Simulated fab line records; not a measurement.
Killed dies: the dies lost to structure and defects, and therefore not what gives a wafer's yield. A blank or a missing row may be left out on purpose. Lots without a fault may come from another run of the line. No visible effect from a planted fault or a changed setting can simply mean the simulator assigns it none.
Matching of chambers + flow sky130 + SKY_VIA4_ETCH_12 on rie_diel-04 has 4 sister chambers
The step etches SiO2 in C4F8/O2/Ar, stops on TiN, target depth 580 nm. 4 wafers are shown with their chamber, then 9 later ones without.

WAFERS WITH THEIR CHAMBER
| wafer  | chamber | chamber_pressure_mTorr (mTorr) |
|--------|---------|--------------------------------|
| L079.6 | 1       | 40.02                          |
| L082.1 | 3       | 39.99                          |
| L082.3 | 0       | 40.01                          |
| L082.6 | 2       | 40.05                          |

WAFERS WITH NO CHAMBER GIVEN
| wafer  | chamber_pressure_mTorr (mTorr) |
|--------|--------------------------------|
| L084.3 | 39.99                          |
| L084.4 | 40.01                          |
| L084.6 | 40.01                          |
| L091.2 | 39.96                          |
| L091.4 | 39.97                          |
| L091.6 | 40.05                          |
| L093.1 | 40.06                          |
| L093.3 | 40.01                          |
| L093.5 | 39.93                          |

EACH ONE'S CHAMBER
| wafer  | from the rows above               | in truth |
|--------|-----------------------------------|----------|
| L084.3 | can't be placed: 3 or 0 or 1      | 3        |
| L084.4 | can't be placed: 0 or 1 or 3 or 2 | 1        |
| L084.6 | can't be placed: 0 or 1 or 3 or 2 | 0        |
| L091.2 | can't be placed: 3 or 0 or 1      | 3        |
| L091.4 | can't be placed: 3 or 0 or 1      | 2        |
| L091.6 | can't be placed: 2 or 1 or 0      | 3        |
| L093.1 | can't be placed: 2 or 1 or 0      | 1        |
| L093.3 | can't be placed: 0 or 1 or 3 or 2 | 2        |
| L093.5 | can't be placed: 3 or 0 or 1      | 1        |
Placed correctly: 0 of 9. Unplaceable from these rows: 9, with the true chamber sitting among the candidates in 7. Number placed wrongly: 0.
How it was worked out, from the rows above alone: a wafer's distance from a chamber is the root of the sum, over the readings, of the square of ((its reading less the chamber's mean) divided by the reading's scatter). If the next closest chamber is less than 2 further off than the closest, the wafer can't be placed; otherwise it belongs to the closest. Each chamber's mean is taken over the wafers shown for it. The scatter: with one shown wafer a chamber, the root of the mean of the squares of how far each hidden wafer lies from its nearest shown one.
